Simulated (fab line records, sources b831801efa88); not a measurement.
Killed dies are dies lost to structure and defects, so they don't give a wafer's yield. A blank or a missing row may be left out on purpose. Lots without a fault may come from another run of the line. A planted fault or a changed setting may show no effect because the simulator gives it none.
fab line records | flow sky130
record lots=6 wafers=18 last_day=50
route steps=708 shown METAL4@623 PAD_OPEN@708
lots that met no fault: from a run of the same line without faults
start_h: hours from the record's first day to the start of the lot's first wafer shown | wait_h: hours since the lot's step before | " the same as in the row above | L1.1+2: a row that stands for several wafers | - no value, or no start given | * or withheld: withheld | < > ~ a bound
route shown NAME@n: a module of which the file shows steps, and the number in the route of the first | usual: mean/standard deviation of fault-free wafers | same: alike in all rows | chamber/n: place in a boat | sites: the reading at each site | _std_site: their standard deviation | _edge_site: outer sites' mean less inner sites' | radius_mm: how far each site lies from the wafer's centre | mask NAME#n: copy n | behind: the tool/chamber that last shaped the wafer | hold: why the lot was held/for how many hours/how that ended | device: the transistor (n, p or np) that didn't switch | end of line: the same wafers' tests at the end of the route | a step without rows: its recipe alone | killed: dies lost to structure and defects at the first sort, not the wafer's yield | map: a wafer's dies, x killed, . not, _ none there
set.NAME: the setting as run; set.NAME@STEP: as run at that earlier step | model.NAME: the simulator's own value behind a step, which no gauge read
lots at some steps of the route; a table a step, a row a wafer
services: from which hour (start_h, from the record's first day; less than 0 if before it) a tool's chamber was out of use, for how many hours, and why
## steps
# step SKY_METAL4_COAT_07
# recipe resist=BARC temp_c=withheld time_s=withheld spin_rpm=3000 resist_thk_nm=60
# step SKY_METAL4_COAT_08
# recipe resist=KrF-thick spin_rpm=3000 resist_thk_nm=1140
# step SKY_METAL4_SOFTBAKE_09
# recipe temp_c=100 time_s=90 resist=KrF-thick
# step SKY_METAL4_EXPOSE_10
# recipe mask_id=MM4 na=0.68 source_shape=annular sigma_inner=0.4 sigma_outer=0.8 target_cd_nm=300 dose_mj=28
# step SKY_METAL4_PEB_11
# recipe peb_temp_c=withheld peb_time_s=withheld resist=KrF-thick
# step SKY_METAL4_DEVELOP_12
# recipe develop_time_s=60 resist=KrF-thick dev_temp_c=21
# step SKY_METAL4_CD_MEAS_13
# recipe target_cd_nm=300
# usual cd_nm=299.7/1.3
# columns lot.wafer tool chamber start_h wait_h cd_nm
L987.1 cd_sem-02 - 981.39 - 299.6
L987.3 " - " " 300.9
L987.4 " - " " 298.4
L995.2 cd_sem-01 - 1037.80 - 300.4
L995.3 " - " " 301.7
L995.4 " - " " 301.2
L103.2 cd_sem-01 - 1088.16 - 301.8
L103.4 " - " " 302.0
L103.6 " - " " 299.7
L104.1 cd_sem-01 - 1093.03 - 298.2
L104.2 " - " " 297.3
L104.3 " - " " 297.1
L106.3 cd_sem-01 - 1105.35 - 298.2
L106.4 " - " " 298.1
L106.5 " - " " 299.5
L108.3 cd_sem-01 - 1122.13 - 295.7
L108.4 " - " " 296.0
L108.6 " - " " 297.5
# step SKY_METAL4_OVL_MEAS_14
# usual METAL4_OVL=-3/5.4
# columns lot.wafer tool chamber start_h wait_h METAL4_OVL[nm]
L987.1 overlay-02 - 981.51 0.1 -6
L987.3 " - " " 0
L987.4 " - " " -13
L995.2 overlay-02 - 1037.90 0.1 -2
L995.3 " - " " -5
L995.4 " - " " 1
L103.2 overlay-01 - 1088.27 0.1 -6
L103.4 " - " " -11
L103.6 " - " " -10
L104.1 overlay-02 - 1093.15 0.1 3
L104.2 " - " " -6
L104.3 " - " " -3
L106.3 overlay-02 - 1105.44 0.1 6
L106.4 " - " " 0
L106.5 " - " " 3
L108.3 overlay-02 - 1122.22 0.1 4
L108.4 " - " " 4
L108.6 " - " " 1
# step SKY_METAL4_DESCUM_15
# recipe chemistry=O2 source_power_w=150 bias_power_w=0 pressure_mtorr=10 temp_c=40 time_s=8
# usual drypump_motor_current_A=5.7/0.31 oes_product_au=0.996/0.0094
# columns lot.wafer tool chamber start_h wait_h drypump_motor_current_A oes_product_au rf_hours_counter_h
L987.1 rie_metal-01 1 981.54 0.0 6.0 0.999 17
L987.3 " 0 " " 5.2 0.982 -
L987.4 " 1 " " 5.9 1.004 -
L995.2 rie_metal-01 1 1037.93 0.0 5.9 1.019 20
L995.3 " 0 " " 5.2 1.003 -
L995.4 " 1 " " 5.9 1.012 -
L103.2 rie_metal-03 1 1088.30 0.0 5.7 1.013 4
L103.4 " 0 " " 5.7 0.997 -
L103.6 " 0 " " 5.7 1.003 -
L104.1 rie_metal-01 1 1093.18 0.0 5.9 1.016 25
L104.2 " 0 " " 5.2 1.000 20
L104.3 " 0 " " 5.2 1.001 -
L106.3 rie_metal-02 1 1105.47 0.0 6.1 1.002 -
L106.4 " 0 " " 5.5 1.000 -
L106.5 " 1 " " 6.1 0.990 -
L108.3 rie_metal-01 0 1122.26 0.0 5.2 0.985 -
L108.4 " 1 " " 5.9 1.003 -
L108.6 " 0 " " 5.2 0.994 -
# step SKY_METAL4_ETCH_16
# recipe chemistry=N2/H2 target=BARC ion_energy_ev=200 bias_w=100 pressure_mtorr=30 n2_flow_sccm=100 h2_flow_sccm=200 icp_w=500 stop_on=SiO2 time_s=88.2 target_depth_a=600
# usual drypump_motor_current_A=5.7/0.31 h2_flow_sccm=200.0/0.66 oes_product_au=0.626/0.0045 throttle_valve_pct=13.205/0.0091
# columns lot.wafer tool chamber start_h wait_h drypump_motor_current_A h2_flow_sccm oes_product_au rf_hours_counter_h throttle_valve_pct
L987.1 rie_metal-01 1 981.58 0.0 6.0 199.7 0.623 17 13.194
L987.3 " 0 " " 5.2 200.0 0.627 - 13.208
L987.4 " 1 " " 6.0 199.7 0.624 - 13.202
L995.2 rie_metal-01 1 1037.97 0.0 5.9 198.5 0.621 20 13.198
L995.3 " 0 " " 5.2 200.2 0.628 - 13.195
L995.4 " 1 " " 6.0 199.0 0.634 - 13.203
L103.2 rie_metal-03 1 1088.33 0.0 5.7 200.4 0.637 4 13.213
L103.4 " 0 " " 5.7 199.8 0.627 - 13.199
L103.6 " 0 " " 5.7 200.9 0.632 - 13.208
L104.1 rie_metal-01 1 1093.22 0.0 5.9 200.2 0.636 25 13.202
L104.2 " 0 " " 5.2 200.5 0.628 21 13.201
L104.3 " 0 " " 5.2 199.7 0.632 - 13.220
L106.3 rie_metal-02 1 1105.53 0.0 6.1 200.4 0.637 - 13.195
L106.4 " 0 " " 5.6 200.2 0.623 - 13.194
L106.5 " 1 " " 6.1 200.4 0.622 - 13.210
L108.3 rie_metal-01 0 1122.31 0.0 5.2 199.0 0.623 - 13.197
L108.4 " 1 " " 6.0 199.4 0.622 - 13.207
L108.6 " 0 " " 5.2 200.1 0.627 - 13.191
# step SKY_METAL4_ETCH_17
# recipe target=SiO2 stop_on=TiN chemistry=C4F8/O2/Ar source_w=1500 bias_w=1200 pressure_mtorr=40 c4f8_flow_sccm=withheld O2_flow_sccm=6 Ar_flow_sccm=300 time_s=3.9 target_depth_a=150
# usual oes_product_au=0.757/0.0078
# columns lot.wafer tool chamber start_h wait_h oes_product_au rf_hours_counter_h
L987.1 rie_diel-02 1 981.67 0.1 0.758 15
L987.3 " 2 " " 0.757 21
L987.4 " 0 " " 0.771 8
L995.2 rie_diel-02 1 1038.06 0.1 0.765 16
L995.3 " 3 " " 0.753 22
L995.4 " 0 " " 0.761 10
L103.2 rie_diel-01 3 1088.43 0.1 0.748 19
L103.4 " 2 " " 0.761 24
L103.6 " 2 " " 0.769 -
L104.1 rie_diel-02 3 1093.31 0.1 0.762 23
L104.2 " 1 " " 0.756 18
L104.3 " 0 " " 0.764 12
L106.3 rie_diel-03 2 1105.59 0.0 0.757 9
L106.4 " 0 " " 0.763 23
L106.5 " 3 " " 0.758 -
L108.3 rie_diel-02 0 1122.38 0.0 0.756 13
L108.4 " 1 " " 0.756 19
L108.6 " 1 " " 0.766 -
# step SKY_METAL4_METAL_ETCH_18
# recipe target_depth_a=8450 stop_on=SiO2 over_etch_frac=0.3 time_s=183.1 chemistry=Cl2/BCl3 resist_sidewall_deg=88 pressure_mtorr=10 icp_w=900 bias_w=48.5 Cl2_flow_sccm=60 bcl3_flow_sccm=30
# usual drypump_motor_current_A=5.7/0.31 oes_product_au=0.865/0.0066 throttle_valve_pct=22.264/0.0093
# columns lot.wafer tool chamber start_h wait_h drypump_motor_current_A oes_product_au rf_hours_counter_h throttle_valve_pct
L987.1 rie_metal-03 0 981.69 0.0 5.7 0.870 12 22.295
L987.3 " 1 " " 5.7 0.867 - 22.270
L987.4 " 0 " " 5.7 0.861 - 22.255
L995.2 rie_metal-02 0 1038.08 0.0 5.5 0.860 16 22.257
L995.3 " 1 " " 6.0 0.865 - 22.255
L995.4 " 0 " " 5.6 0.866 - 22.269
L103.2 rie_metal-02 0 1088.44 0.0 5.5 0.872 17 22.248
L103.4 " 0 " " 5.5 0.869 - 22.269
L103.6 " 1 " " 6.1 0.874 - 22.258
L104.1 rie_metal-03 1 1093.33 0.0 5.7 0.852 5 22.286
L104.2 " 0 " " 5.7 0.864 20 22.264
L104.3 " 0 " " 5.7 0.857 - 22.277
L106.3 rie_metal-03 1 1105.67 0.1 5.7 0.858 - 22.266
L106.4 " 0 " " 5.7 0.854 - 22.286
L106.5 " 0 " " 5.7 0.861 - 22.253
L108.3 rie_metal-02 0 1122.45 0.1 5.5 0.861 - 22.255
L108.4 " 1 " " 6.1 0.880 - 22.247
L108.6 " 0 " " 5.6 0.869 - 22.269
# step SKY_METAL4_STRIP_19
# recipe chemistry=O2/N2 power_w=1400 pressure_mtorr=1500 platen_temp_c=withheld o2_flow_sccm=3000 n2_flow_sccm=300 overash_fraction=0.5
# usual chamber_pressure_mTorr=1500.0/1.4 drypump_motor_current_A=5.7/0.49 oes_product_au=0.503/0.0063 strip_time_to_endpoint_s=6.56/0.088
# columns lot.wafer tool chamber start_h wait_h chamber_pressure_mTorr drypump_motor_current_A oes_product_au rf_hours_counter_h strip_time_to_endpoint_s model.KrF-thick_of_METAL4_COAT_08.thk_nm
L987.1 plasma_asher-01 1 981.87 0.1 1501.7 6.3 0.499 118 6.60 0
L987.3 " 1 " " 1500.9 6.4 0.500 - 6.50 0
L987.4 " 0 " " 1499.1 6.1 0.504 - 6.55 0
L995.2 plasma_asher-02 0 1038.26 0.1 1500.3 4.9 0.514 62 6.62 0
L995.3 " 1 " " 1500.9 5.7 0.517 - 6.69 0
L995.4 " 0 " " 1499.0 4.9 0.512 - 6.55 0
L103.2 plasma_asher-02 1 1088.62 0.1 - - - - - 529.7
L103.4 " 1 " " - - - - - 531.3
L103.6 " 0 " " - - - - - 545.8
L104.1 plasma_asher-02 0 1093.51 0.1 - - - - - 512.9
L104.2 " 1 " " - - - - - 529.4
L104.3 " 1 " " - - - - - 527.6
L106.3 plasma_asher-01 0 1105.82 0.1 1500.3 6.1 0.498 - 6.42 0
L106.4 " 1 " " 1499.3 6.3 0.500 - 6.54 0
L106.5 " 1 " " 1497.7 6.3 0.503 - 6.51 0
L108.3 plasma_asher-02 0 1122.61 0.1 1497.9 4.9 0.512 - 6.61 0
L108.4 " 1 " " 1501.2 5.7 0.509 - 6.71 0
L108.6 " 1 " " 1500.2 5.7 0.502 - 6.58 0
# step SKY_METAL4_STRIP_20
# recipe chemistry=post_etch_residue_remover time_s=1200 temp_c=72.5
# step SKY_PAD_OPEN_PROBE_99
# usual defect_limited_yield=82.9/2 killed_at_M0_to_M3=42/7.4 killed_at_M4_up=3.3/2.1 killed_at_contacts=24/5.3 killed_at_front_end=15/4.5 killed_at_other=0.3/0.57 killed_dies=84/10 killed_on_rim=17/3.8 killed_open=46/7.5 killed_short=38/6.4 sort_bin_3_pad_short=0.9/0.44 sort_bin_5_function=10.2/1.5 sort_bin_6_memory=6.0/1.1 sort_n_pass=408/10 sort_yield_pct=82.9/2
# same gross_dies=492 killed_at_back_side=0 sort_bin_4_leakage[%]=0 sort_bin_8_speed[%]=0
# columns lot.wafer tool chamber start_h wait_h hold defect_limited_yield[%] killed_at_M0_to_M3 killed_at_M4_up killed_at_contacts killed_at_front_end killed_at_other killed_dies killed_on_rim killed_open killed_short sort_bin_3_pad_short[%] sort_bin_5_function[%] sort_bin_6_memory[%] sort_n_pass sort_yield_pct[%]
L987.1 prober-01 - 1075.59 0.1 - 81.3 42 10 26 14 0 92 17 54 38 0.6 10.6 7.5 400 81.3
L987.3 prober-01 - 1075.69 0.2 - 80.5 42 6 26 22 0 96 19 59 35 0.6 12.4 6.5 396 80.5
L987.4 prober-01 - 1075.74 0.2 - 85.4 30 4 23 15 0 72 11 41 31 0.4 8.5 5.7 420 85.4
L995.2 prober-02 - 1126.95 0.1 - 83.9 48 3 21 7 0 79 15 40 39 0.8 9.3 5.9 413 83.9
L995.3 prober-02 - 1127.00 0.2 - 83.9 31 2 29 17 0 79 19 46 33 0.8 9.1 6.1 413 83.9
L995.4 prober-02 - 1127.05 0.2 - 82.3 50 1 18 18 0 87 26 45 42 0.4 10.6 6.7 405 82.3
L103.2 prober-02 - 1170.32 0.1 await_dispo/6.0h/scrap 0 43 409 22 18 0 492 96 43 40 0.4 91.9 7.7 0 0
L103.4 prober-02 - 1170.42 0.2 await_dispo/6.0h/scrap 0 48 413 22 9 0 492 96 40 40 0.8 92.9 6.3 0 0
L103.6 prober-02 - 1170.52 0.2 await_dispo/6.0h/scrap 0 57 395 27 13 0 492 96 55 44 1.0 92.3 6.7 0 0
L104.1 prober-01 - 1174.56 0.1 await_dispo/1.1h/scrap 0 32 411 29 19 1 492 96 45 38 1.0 93.3 5.7 0 0
L104.2 prober-01 - 1174.61 0.1 await_dispo/1.1h/scrap 0 42 417 23 9 1 492 96 44 34 0.8 95.3 3.9 0 0
L104.3 prober-01 - 1174.66 0.2 await_dispo/1.1h/scrap 0 39 429 13 11 0 492 96 33 32 0.4 94.7 4.9 0 0
L106.3 prober-01 - 1183.88 0.2 - 85.2 41 4 17 11 0 73 15 44 29 0.8 8.5 5.5 419 85.2
L106.4 prober-01 - 1183.93 0.2 - 82.5 45 2 28 11 0 86 23 53 33 0.6 10.0 6.9 406 82.5
L106.5 prober-01 - 1183.98 0.2 - 84.6 35 2 28 10 1 76 18 46 30 1.0 9.6 4.9 416 84.6
L108.3 prober-01 - 1196.18 0.2 - 86.0 40 1 24 4 0 69 7 47 22 0.8 8.9 4.3 423 86.0
L108.4 prober-01 - 1196.23 0.2 - 86.6 35 2 18 11 0 66 14 36 30 0.4 7.5 5.5 426 86.6
L108.6 prober-01 - 1196.33 0.2 - 83.9 38 5 21 15 0 79 15 37 42 1.2 11.0 3.9 413 83.9
# killed by level:class
L987.1 LI_CONTACT:geometric_particle:open=10 VIA3:geometric_particle:open=10 VIA1:geometric_particle:open=8 VIA2:geometric_particle:open=8 METAL4:geometric_particle:short=8 CONTACT:geometric_particle:open=7 POLY_GATE:geometric_particle:open=6 VIA1:geometric_particle:short=5
L987.3 VIA1:geometric_particle:open=12 CONTACT:geometric_particle:open=9 VIA3:geometric_particle:open=8 LI_CONTACT:geometric_particle:open=7 POLY_GATE:geometric_particle:open=6 LOCAL_INTERCONNECT:geometric_particle:short=6 METAL4:geometric_particle:short=6 FIELD_ISO:geometric_particle:open=5
L987.4 LI_CONTACT:geometric_particle:open=9 VIA1:geometric_particle:open=9 FIELD_ISO:geometric_particle:short=6 FIELD_ISO:geometric_particle:open=5 CONTACT:geometric_particle:short=5 CONTACT:geometric_particle:open=5 VIA2:geometric_particle:short=3 METAL4:geometric_particle:open=3
L995.2 METAL2:geometric_particle:short=11 VIA1:geometric_particle:open=9 CONTACT:geometric_particle:open=7 VIA2:geometric_particle:open=7 VIA3:geometric_particle:short=6 LI_CONTACT:geometric_particle:open=5 LOCAL_INTERCONNECT:geometric_particle:short=5 VIA3:geometric_particle:open=5
L995.3 LI_CONTACT:geometric_particle:open=9 CONTACT:geometric_particle:open=8 FIELD_ISO:geometric_particle:open=6 LOCAL_INTERCONNECT:geometric_particle:short=5 VIA2:geometric_particle:open=5 VIA3:geometric_particle:open=5 VIA1:geometric_particle:short=4 POLY_GATE:geometric_particle:short=4
L995.4 VIA1:geometric_particle:open=10 VIA3:geometric_particle:open=8 LI_CONTACT:geometric_particle:open=7 METAL1:geometric_particle:short=7 CONTACT:geometric_particle:open=6 VIA3:geometric_particle:short=5 FIELD_ISO:geometric_particle:short=4 METAL2:geometric_particle:short=4
L103.2 VIA4:area_hdpcvd=407 CONTACT:geometric_particle:open=9 VIA1:geometric_particle:open=9 METAL1:geometric_particle:short=7 CONTACT:geometric_particle:short=6 VIA2:geometric_particle:open=6 VIA3:geometric_particle:open=6 FIELD_ISO:geometric_particle:open=5
L103.4 VIA4:area_hdpcvd=412 METAL1:geometric_particle:short=9 VIA1:geometric_particle:open=9 METAL2:geometric_particle:short=9 LI_CONTACT:geometric_particle:open=8 CONTACT:geometric_particle:open=6 VIA2:geometric_particle:open=5 VIA3:geometric_particle:open=5
L103.6 VIA4:area_hdpcvd=392 CONTACT:geometric_particle:open=11 VIA1:geometric_particle:open=10 VIA3:geometric_particle:open=10 LI_CONTACT:geometric_particle:open=8 VIA1:geometric_particle:short=6 METAL2:geometric_particle:short=6 VIA2:geometric_particle:open=5
L104.1 VIA4:area_hdpcvd=409 CONTACT:geometric_particle:open=15 VIA1:geometric_particle:open=12 FIELD_ISO:geometric_particle:open=6 FIELD_ISO:geometric_particle:short=6 LI_CONTACT:geometric_particle:short=5 CONTACT:geometric_particle:short=5 POLY_GATE:geometric_particle:short=4
L104.2 VIA4:area_hdpcvd=414 VIA1:geometric_particle:open=11 VIA2:geometric_particle:open=8 CONTACT:geometric_particle:open=7 LI_CONTACT:geometric_particle:open=6 METAL2:geometric_particle:short=5 VIA3:geometric_particle:open=5 CONTACT:geometric_particle:short=4
L104.3 VIA4:area_hdpcvd=427 VIA1:geometric_particle:short=10 VIA1:geometric_particle:open=7 CONTACT:geometric_particle:open=6 FIELD_ISO:geometric_particle:short=5 VIA3:geometric_particle:open=5 VIA2:geometric_particle:open=4 METAL3:geometric_particle:short=3
L106.3 VIA3:geometric_particle:open=9 VIA1:geometric_particle:open=8 FIELD_ISO:geometric_particle:open=6 LI_CONTACT:geometric_particle:open=5 CONTACT:geometric_particle:open=5 METAL1:geometric_particle:short=5 VIA2:geometric_particle:open=5 LI_CONTACT:geometric_particle:short=4
L106.4 CONTACT:geometric_particle:open=11 VIA1:geometric_particle:open=9 LI_CONTACT:geometric_particle:open=7 VIA2:geometric_particle:open=7 VIA3:geometric_particle:open=7 FIELD_ISO:geometric_particle:open=6 VIA1:geometric_particle:short=5 LOCAL_INTERCONNECT:geometric_particle:short=5
L106.5 VIA2:geometric_particle:open=10 CONTACT:geometric_particle:open=9 LI_CONTACT:geometric_particle:open=7 VIA3:geometric_particle:open=7 CONTACT:geometric_particle:short=6 VIA1:geometric_particle:open=5 LOCAL_INTERCONNECT:geometric_particle:short=4 VIA1:geometric_particle:short=3
L108.3 VIA1:geometric_particle:open=13 LI_CONTACT:geometric_particle:open=9 CONTACT:geometric_particle:open=6 VIA2:geometric_particle:open=6 VIA3:geometric_particle:open=6 METAL2:geometric_particle:short=5 CONTACT:geometric_particle:short=3 METAL1:geometric_particle:short=3
L108.4 VIA1:geometric_particle:open=11 METAL2:geometric_particle:short=6 FIELD_ISO:geometric_particle:short=4 LI_CONTACT:geometric_particle:open=4 CONTACT:geometric_particle:open=4 METAL1:geometric_particle:short=4 VIA2:geometric_particle:open=4 VIA3:geometric_particle:open=4
L108.6 VIA1:geometric_particle:open=11 METAL1:geometric_particle:short=8 CONTACT:geometric_particle:open=6 LOCAL_INTERCONNECT:geometric_particle:short=6 CONTACT:geometric_particle:short=6 POLY_GATE:geometric_particle:short=5 METAL2:geometric_particle:short=5 VIA3:geometric_particle:open=5
# map L103.2 (x killed, . not)
__________xxxxxxxxxx_________
________xxxxxxxxxxxxxx_______
______xxxxxxxxxxxxxxxxxx_____
_____xxxxxxxxxxxxxxxxxxxx____
____xxxxxxxxxxxxxxxxxxxxxx___
___xxxxxxxxxxxxxxxxxxxxxxxx__
__xxxxxxxxxxxxxxxxxxxxxxxxxx_
_xxxxxxxxxxxxxxxxxxxxxxxxxxxx
_xxxxxxxxxxxxxxxxxxxxxxxxxxxx
_xxxxxxxxxxxxxxxxxxxxxxxxxxxx
_xxxxxxxxxxxxxxxxxxxxxxxxxxxx
_xxxxxxxxxxxxxxxxxxxxxxxxxxxx
_xxxxxxxxxxxxxxxxxxxxxxxxxxxx
_xxxxxxxxxxxxxxxxxxxxxxxxxxxx
_xxxxxxxxxxxxxxxxxxxxxxxxxxxx
__xxxxxxxxxxxxxxxxxxxxxxxxxx_
___xxxxxxxxxxxxxxxxxxxxxxxx__
____xxxxxxxxxxxxxxxxxxxxxx___
_____xxxxxxxxxxxxxxxxxxxx____
______xxxxxxxxxxxxxxxxxx_____
________xxxxxxxxxxxxxx_______
__________xxxxxxxxxx_________
# map L104.1 (x killed, . not)
__________xxxxxxxxxx_________
________xxxxxxxxxxxxxx_______
______xxxxxxxxxxxxxxxxxx_____
_____xxxxxxxxxxxxxxxxxxxx____
____xxxxxxxxxxxxxxxxxxxxxx___
___xxxxxxxxxxxxxxxxxxxxxxxx__
__xxxxxxxxxxxxxxxxxxxxxxxxxx_
_xxxxxxxxxxxxxxxxxxxxxxxxxxxx
_xxxxxxxxxxxxxxxxxxxxxxxxxxxx
_xxxxxxxxxxxxxxxxxxxxxxxxxxxx
_xxxxxxxxxxxxxxxxxxxxxxxxxxxx
_xxxxxxxxxxxxxxxxxxxxxxxxxxxx
_xxxxxxxxxxxxxxxxxxxxxxxxxxxx
_xxxxxxxxxxxxxxxxxxxxxxxxxxxx
_xxxxxxxxxxxxxxxxxxxxxxxxxxxx
__xxxxxxxxxxxxxxxxxxxxxxxxxx_
___xxxxxxxxxxxxxxxxxxxxxxxx__
____xxxxxxxxxxxxxxxxxxxxxx___
_____xxxxxxxxxxxxxxxxxxxx____
______xxxxxxxxxxxxxxxxxx_____
________xxxxxxxxxxxxxx_______
__________xxxxxxxxxx_________
## services
# columns tool chamber start_h hours kind
rie_diel-02 1 959.72 6.5 repair
rie_diel-02 3 967.04 4.9 repair
plasma_asher-01 - 968.18 7.1 repair
rie_metal-03 1 1001.64 - clean
rie_metal-03 1 1001.64 18.4 scheduled_down
rie_metal-03 1 1001.64 18.4 vent_cycle
rie_diel-02 1 1012.89 4.4 repair
rie_diel-01 0 1018.28 12.3 repair
rie_diel-03 - 1028.44 2.8 pm
plasma_asher-01 - 1055.35 9.0 pm
plasma_asher-01 0 1055.35 9.0 vent_cycle
plasma_asher-01 1 1055.35 9.0 vent_cycle
rie_diel-01 0 1056.91 7.2 repair
rie_diel-01 - 1059.97 2.8 pm
plasma_asher-01 0 1064.35 - clean
rie_diel-01 2 1075.00 7.4 repair
rie_diel-02 2 1084.76 - clean
rie_diel-02 2 1084.76 11.5 scheduled_down
rie_diel-02 2 1084.76 11.5 vent_cycle
plasma_asher-02 - 1097.00 2.8 pm
rie_diel-02 3 1099.56 - clean
rie_diel-02 3 1099.56 20.0 scheduled_down
rie_diel-02 3 1099.56 20.0 vent_cycle
rie_diel-01 2 1104.89 6.5 repair
## key
first_sign step=SKY_METAL4_STRIP_19 reading=tool_record direction=missing
effect step=SKY_PAD_OPEN_PROBE_99 reading=killed_at_M4_up direction=up sigmas=99+ usual=3.3 struck=412.3
model_effect step=SKY_METAL4_STRIP_19 value=KrF-thick_of_METAL4_COAT_08.thk_nm without=0 struck=529.5
more_kills_born_at SKY_VIA4_HDPCVD_00@hdpcvd-01=2461
met_at SKY_METAL4_STRIP_19
struck_wafers L103.2,L103.4,L103.6,L104.1,L104.2,L104.3
later_rows_left_out L103.2,L103.4,L103.6,L104.1,L104.2,L104.3
onset_between 1038.26 1088.62
fault kind=skipped_step_whole tool=plasma_asher-02 chamber=- onset_h=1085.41 steps=SKY_METAL4_STRIP_19 scope=struck_lots_only
# later_rows_left_out: the simulator's readings of these wafers behind a module that went badly wrong aren't trusted and aren't shown, but for the sort
